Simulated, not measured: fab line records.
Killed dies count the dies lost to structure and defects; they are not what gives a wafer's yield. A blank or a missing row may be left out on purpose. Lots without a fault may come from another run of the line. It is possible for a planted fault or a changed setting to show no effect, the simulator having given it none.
Check for tools in common + flow sky130 + Sampled: 11 lots, 33 wafers

== REASON IT WAS OPENED ==
2 of 11 lots carry a flag on the reading VIA1_OVL at SKY_VIA1_OVL_MEAS_13. No-fault wafers: 1 nm, standard deviation 5.
Rule: flag the lot when none of its wafers has a number, or when each of its wafers that has one lies beyond 4 standard deviations from that mean. All remaining lots are regarded as sound.

| lot  | measured     | on         | VIA1_OVL (nm), wafer by wafer | flag    |
|------|--------------|------------|-------------------------------|---------|
| L827 | day 35 07:53 | overlay-01 | -10 -2 -6                     |         |
| L826 | day 35 09:33 | overlay-02 | 0 2 4                         |         |
| L828 | day 35 12:23 | overlay-01 | -2 0 -7                       |         |
| L830 | day 35 23:15 | overlay-01 | -4 -5 2                       |         |
| L831 | day 36 08:55 | overlay-02 | -4 7 6                        |         |
| L836 | day 37 18:15 | overlay-02 | 2 1 -1                        |         |
| L837 | day 37 23:40 | overlay-01 | 30 32 31                      | FLAGGED |
| L841 | day 38 20:19 | overlay-01 | 34 40 35                      | FLAGGED |
| L844 | day 39 18:25 | overlay-02 | 10 13 6                       |         |
| L845 | day 40 02:29 | overlay-02 | -5 8 0                        |         |
| L847 | day 40 22:32 | overlay-02 | 7 5 -9                        |         |
Average over the flagged lots: 34 nm; offset from the usual +33 nm, equal to +7 standard deviations.

== LOT BY LOT: THE TOOL USED ==
Before the reading, the record contains 3 process steps out of a 708-step route. Every cell lists first the tool, next ch and the chambers used by the sampled wafers, and last the start.
| lot  | flag    | SKY_METAL1_DESCUM_17              | SKY_METAL1_METAL_ETCH_19          | SKY_VIA1_EXPOSE_09                |
|------|---------|-----------------------------------|-----------------------------------|-----------------------------------|
| L827 |         | rie_metal-02 ch 0,1, day 34 04:00 | rie_metal-02 ch 0,1, day 34 04:05 | krf_scanner-02 ch 0, day 34 17:52 |
| L826 |         | rie_metal-01 ch 1, day 34 06:04   | rie_metal-01 ch 1, day 34 06:10   | krf_scanner-02 ch 0, day 34 20:14 |
| L828 |         | rie_metal-04 ch 0,1, day 34 08:05 | rie_metal-04 ch 0,1, day 34 08:11 | krf_scanner-01 ch 0, day 34 22:29 |
| L830 |         | rie_metal-02 ch 0,1, day 34 19:15 | rie_metal-02 ch 0,1, day 34 19:20 | krf_scanner-01 ch 0, day 35 10:47 |
| L831 |         | rie_metal-01 ch 1, day 35 04:51   | rie_metal-01 ch 1, day 35 04:56   | krf_scanner-02 ch 0, day 35 18:38 |
| L836 |         | rie_metal-01 ch 1, day 36 13:48   | rie_metal-01 ch 1, day 36 13:59   | krf_scanner-02 ch 0, day 37 04:29 |
| L837 | FLAGGED | rie_metal-02 ch 0,1, day 36 18:55 | rie_metal-02 ch 0,1, day 36 19:03 | krf_scanner-02 ch 0, day 37 10:20 |
| L841 | FLAGGED | rie_metal-02 ch 0, day 37 17:28   | rie_metal-02 ch 0, day 37 17:34   | krf_scanner-02 ch 0, day 38 07:17 |
| L844 |         | rie_metal-01 ch 0,1, day 38 16:38 | rie_metal-01 ch 0,1, day 38 16:44 | krf_scanner-01 ch 0, day 39 05:10 |
| L845 |         | rie_metal-01 ch 0,1, day 38 23:21 | rie_metal-01 ch 0,1, day 38 23:26 | krf_scanner-01 ch 0, day 39 13:00 |
| L847 |         | rie_metal-04 ch 0,1, day 39 20:16 | rie_metal-04 ch 0,1, day 39 20:22 | krf_scanner-01 ch 0, day 40 09:33 |
What is done by these steps:
- SKY_METAL1_DESCUM_17: chemistry O2, time 8 s.
- SKY_METAL1_METAL_ETCH_19: etches the open film in Cl2/BCl3, stops on SiO2, target depth 360 nm, time 78 s.
- SKY_VIA1_EXPOSE_09: exposes mask VIM, target cd 150 nm.
- SKY_VIA1_OVL_MEAS_13

== FLAGGED OVER TOTAL, TOOL BY TOOL (the gauges that took the reading come last) ==
| step                     | tool           | lots run | flagged | share of the flagged lots | sound lots run after its first flagged lot |
|--------------------------|----------------|----------|---------|---------------------------|--------------------------------------------|
| SKY_METAL1_DESCUM_17     | rie_metal-01   | 5        | 0       | none                      | -                                          |
| SKY_METAL1_DESCUM_17     | rie_metal-02   | 4        | 2       | all                       | 0                                          |
| SKY_METAL1_DESCUM_17     | rie_metal-04   | 2        | 0       | none                      | -                                          |
| SKY_METAL1_METAL_ETCH_19 | rie_metal-01   | 5        | 0       | none                      | -                                          |
| SKY_METAL1_METAL_ETCH_19 | rie_metal-02   | 4        | 2       | all                       | 0                                          |
| SKY_METAL1_METAL_ETCH_19 | rie_metal-04   | 2        | 0       | none                      | -                                          |
| SKY_VIA1_EXPOSE_09       | krf_scanner-01 | 5        | 0       | none                      | -                                          |
| SKY_VIA1_EXPOSE_09       | krf_scanner-02 | 6        | 2       | all                       | 0                                          |
| SKY_VIA1_OVL_MEAS_13     | overlay-01     | 5        | 2       | all                       | 0                                          |
| SKY_VIA1_OVL_MEAS_13     | overlay-02     | 6        | 0       | none                      | -                                          |

== WHAT THE TABLE PERMITS ==
4 rows of the table ran every flagged lot: rie_metal-02 at SKY_METAL1_DESCUM_17, rie_metal-02 at SKY_METAL1_METAL_ETCH_19, krf_scanner-02 at SKY_VIA1_EXPOSE_09, overlay-01 at SKY_VIA1_OVL_MEAS_13.
- rie_metal-02 at SKY_METAL1_DESCUM_17: 2 of its 4 lots flagged. Last sound lot L830 at day 34 19:15, first flagged lot L837 at day 36 18:55; a fault beginning in between fits.
- rie_metal-02 at SKY_METAL1_METAL_ETCH_19: 2 of its 4 lots flagged. Last sound lot L830 at day 34 19:20, first flagged lot L837 at day 36 19:03; a fault beginning in between fits.
- krf_scanner-02 at SKY_VIA1_EXPOSE_09: 2 of its 6 lots flagged. Last sound lot L836 at day 37 04:29, first flagged lot L837 at day 37 10:20; a fault beginning in between fits.
- overlay-01 at SKY_VIA1_OVL_MEAS_13: 2 of its 5 lots flagged. Last sound lot L830 at day 35 23:15, first flagged lot L837 at day 37 23:40; a fault beginning in between fits.
These 3 tools cannot be told apart by counting lots, since each of them fits a fault that started at some hour. More lots, or a look at what each step does to the wafer, might.

== WHAT HAD BEEN PUT IN BY THE SIMULATOR ==
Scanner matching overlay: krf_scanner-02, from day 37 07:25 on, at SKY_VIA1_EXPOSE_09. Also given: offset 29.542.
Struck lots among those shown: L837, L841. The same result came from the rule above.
